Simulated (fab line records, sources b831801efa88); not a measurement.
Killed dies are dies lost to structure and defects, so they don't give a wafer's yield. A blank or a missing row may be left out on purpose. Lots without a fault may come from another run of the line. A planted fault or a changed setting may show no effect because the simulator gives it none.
fab line records | flow sfq_line
record lots=15 wafers=45 last_day=87
route steps=325 shown L0V@20
lots that met no fault: from a run of the same line without faults
start_h: hours from the record's first day to the start of the lot's first wafer shown | wait_h: hours since the lot's step before | " the same as in the row above | L1.1+2: a row that stands for several wafers | - no value, or no start given | * or withheld: withheld | < > ~ a bound
route shown NAME@n: a module of which the file shows steps, and the number in the route of the first | usual: mean/standard deviation of fault-free wafers | same: alike in all rows | chamber/n: place in a boat | sites: the reading at each site | _std_site: their standard deviation | _edge_site: outer sites' mean less inner sites' | radius_mm: how far each site lies from the wafer's centre | mask NAME#n: copy n | behind: the tool/chamber that last shaped the wafer | hold: why the lot was held/for how many hours/how that ended | device: the transistor (n, p or np) that didn't switch | end of line: the same wafers' tests at the end of the route | a step without rows: its recipe alone | killed: dies lost to structure and defects at the first sort, not the wafer's yield | map: a wafer's dies, x killed, . not, _ none there
set.NAME: the setting as run; set.NAME@STEP: as run at that earlier step | model.NAME: the simulator's own value behind a step, which no gauge read
steps of the route over a sample of lots; a table a step, a row a wafer
services: from which hour (start_h, from the record's first day; less than 0 if before it) a tool's chamber was out of use, for how many hours, and why
## steps
# step SFQ_TRILAYER_L0_VIA_LITHO_EXPOSE_014
# recipe mask_id=L0V na=0.6 source_shape=conventional sigma_outer=0.65 target_cd_nm=700 dose_mj=21.3
# columns lot.wafer tool chamber start_h wait_h mask
L638.1+4+5 krf_scanner-02 0 154.95 - L0V#0
L639.1+3+5 krf_scanner-01 0 164.35 - L0V#0
L640.3+5+6 krf_scanner-01 0 173.15 - L0V#0
L641.3+4+6 krf_scanner-01 0 186.27 - L0V#0
L642.1+2+3 krf_scanner-01 0 193.07 - L0V#0
L643.2+3+5 krf_scanner-01 0 201.67 - L0V#0
L644.1+3+5 krf_scanner-01 0 209.87 - L0V#0
L645.1+2+6 krf_scanner-02 0 216.98 - L0V#0
L647.3+4+6 krf_scanner-02 0 235.38 - L0V#0
L650.4+5+6 krf_scanner-02 0 252.38 - L0V#0
L652.3+5+6 krf_scanner-02 0 265.38 - L0V#0
L656.2+3+6 krf_scanner-02 0 297.28 - L0V#0
L657.3+5+6 krf_scanner-02 0 305.88 - L0V#0
L658.1+2+5 krf_scanner-02 0 309.08 - L0V#0
L659.2+3+6 krf_scanner-02 0 316.48 - L0V#0
# step SFQ_L0V_OVL_MEAS_903
# usual L0V_OVL=-2/4.3
# columns lot.wafer tool chamber start_h wait_h L0V_OVL[nm]
L638.1 overlay-02 - 156.45 0.1 -1
L638.4 " - " " 0
L638.5 " - " " -9
L639.1 overlay-01 - 165.85 0.1 5
L639.3 " - " " 3
L639.5 " - " " 2
L640.3 overlay-02 - 174.26 0.1 -1
L640.5 " - " " -8
L640.6 " - " " -5
L641.3 overlay-01 - 187.38 0.1 1
L641.4 " - " " -9
L641.6 " - " " 1
L642.1 overlay-01 - 194.57 0.1 82
L642.2 " - " " 76
L642.3 " - " " 75
L643.2 overlay-02 - 202.97 0.1 75
L643.3 " - " " 78
L643.5 " - " " 80
L644.1 overlay-01 - 211.37 0.1 81
L644.3 " - " " 81
L644.5 " - " " 80
L645.1 overlay-02 - 218.48 0.1 1
L645.2 " - " " 3
L645.6 " - " " -1
L647.3 overlay-02 - 236.49 0.1 -1
L647.4 " - " " -2
L647.6 " - " " -3
L650.4 overlay-01 - 253.30 0.1 2
L650.5 " - " " -1
L650.6 " - " " 2
L652.3 overlay-01 - 266.49 0.1 -6
L652.5 " - " " -2
L652.6 " - " " -6
L656.2 overlay-01 - 298.59 0.1 -3
L656.3 " - " " -5
L656.6 " - " " -2
L657.3 overlay-01 - 306.99 0.1 -4
L657.5 " - " " -3
L657.6 " - " " -4
L658.1 overlay-01 - 310.58 0.1 7
L658.2 " - " " -4
L658.5 " - " " 5
L659.2 overlay-01 - 317.79 0.1 -4
L659.3 " - " " -11
L659.6 " - " " -5
## services
# columns tool chamber start_h hours kind
krf_scanner-02 - 162.15 0.8 pm
krf_scanner-02 - 165.43 1.3 pm
krf_scanner-02 - 170.04 2.9 repair
krf_scanner-01 - 177.55 1.3 pm
krf_scanner-02 - 182.28 1.0 pm
krf_scanner-01 - 212.27 3.6 pm
krf_scanner-01 - 216.91 2.9 repair
krf_scanner-01 - 231.17 2.6 repair
krf_scanner-01 - 248.09 4.4 pm
krf_scanner-02 - 268.58 4.4 pm
krf_scanner-01 - 273.51 1.0 pm
krf_scanner-02 - 279.45 0.7 repair
krf_scanner-01 - 291.31 7.2 pm
krf_scanner-01 - 298.51 0.8 pm
## key
first_sign step=SFQ_L0V_OVL_MEAS_903 reading=L0V_OVL direction=up sigmas=19 usual=-2 struck=79
effect none on later readings
met_at SFQ_TRILAYER_L0_VIA_LITHO_EXPOSE_014
struck_lots L642,L643,L644
onset_between 186.27 193.07
fault kind=scanner_matching_overlay tool=krf_scanner-01 chamber=- onset_h=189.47 steps=SFQ_TRILAYER_L0_VIA_LITHO_EXPOSE_014 offset=78.256
